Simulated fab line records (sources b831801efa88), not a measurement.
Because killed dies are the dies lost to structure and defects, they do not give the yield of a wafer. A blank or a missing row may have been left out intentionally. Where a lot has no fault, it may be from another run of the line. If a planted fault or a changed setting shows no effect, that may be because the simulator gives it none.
Problem report in the 8D (eight disciplines) form, filled by code + flow sky130 + the parts of the form that need people (team, actions taken, sign-off) are left out

== 1. THE ISSUE ==
At SKY_FIELD_ISO_CD_MEAS_13, cd-nm averages 57.2 nm over 3 wafers from 3 lots, while fault-free wafers read 150.1 nm, standard deviation 1.5. Measured from the usual mean, that is -62 standard deviations.
The step: target cd 150 nm.
The first sign was on wafer L118.3 at day 5 00:52, on cd-sem-01. Wafers with a number at this step in the record: 35, from 13 lots. The rule behind "out" and "out of limits": a value lying over 4 standard deviations away from the usual mean. Any other wafer with a number is counted as sound.

== 2. WHAT IT IS, WHAT IT ISN'T ==
| question                    | is                     | is not                                                                                             |
|-----------------------------|------------------------|----------------------------------------------------------------------------------------------------|
| which readings at this step | cd-nm                  | -                                                                                                  |
| which lots                  | L118, L120, L124       | L106, L107, L112, L113, L117, L119, L122, L127, L128, L129                                         |
| which wafers of those lots  | L118.3, L120.3, L124.5 | L124.1, L124.6                                                                                     |
| read on which gauges        | cd-sem-01              | cd-sem-02                                                                                          |
| when                        | from day 5 00:52       | up to then (15 sound wafers); but 17 sound wafers of L119, L122, L124, L127, L128, L129 came after |

== 3. WHAT RULES OUT EACH SUSPECT ==
Counting: any tool at a process step up to the reading remains a suspect provided it ran every lot that is out. Sound lots after the first of them don't rule it out here, since some wafers of a struck lot are sound.
- ruled out: the gauge at SKY_FIELD_ISO_CD_MEAS_13. All the wafers that are out were read on cd-sem-01, but those of them that SKY_PAD_OPEN_PROBE_99 has rows for are out there too, on other tools.
- krf-scanner-02 at SKY_FIELD_ISO_EXPOSE_10 (exposes mask FOM, target cd 150 nm): kept. Every lot that is out went through it, the first being L118 (day 4 16:15); the last sound lot it ran before that was L117 (day 4 11:41).
Remaining after the count: krf-scanner-02 at SKY_FIELD_ISO_EXPOSE_10.

== 4. THE CAUSE (what the simulator had put in) ==
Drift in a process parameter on krf-scanner-02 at SKY_FIELD_ISO_EXPOSE_10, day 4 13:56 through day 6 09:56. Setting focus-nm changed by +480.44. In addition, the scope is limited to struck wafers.
This tool alone remained once counting was done.

== 5. SEQUENCE OF EFFECTS, ordered by route ==
One row per reading whose mean, taken over the struck wafers that have a number, lies over 3 standard deviations from the usual. Only readings whose record carries a usual standard deviation are examined. hours: median over the lots of the time between each lot's start at the first step of this table that gives one and its start at this step. sigmas: the change, counted in usual standard deviations.
| hours | step                     | reading             | usual    | on struck wafers | change | sigmas |
|-------|--------------------------|---------------------|----------|------------------|--------|--------|
| 0     | SKY_FIELD_ISO_CD_MEAS_13 | cd-nm               | 150.1 nm | 57.2             | -92.9  | -62    |
| 1058  | SKY_PAD_OPEN_PROBE_99    | killed-at-front-end | 15       | 422              | +407   | +87    |
| 1058  | SKY_PAD_OPEN_PROBE_99    | killed-dies         | 86       | 492              | +406   | +42    |
| 1058  | SKY_PAD_OPEN_PROBE_99    | killed-on-rim       | 17       | 96               | +79    | +21    |
Here are the process steps it includes:
- SKY_PAD_OPEN_PROBE_99

== 6. WHAT WOULD HAVE CAUGHT IT SOONER ==
The first out-of-limits reading at a measuring or inspecting step in this record came at day 5 00:52, 11 hours after the fault's start at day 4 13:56.
No tool reading at SKY_FIELD_ISO_EXPOSE_10 that has a usual standard deviation in the record was out on any struck wafer, so an alarm limit of 4 standard deviations on those readings would not have fired.
L124, from the lots that are out (3), started SKY_FIELD_ISO_EXPOSE_10 on krf-scanner-02 later than day 5 00:52. Had the tool been put on hold then, it would have been spared.
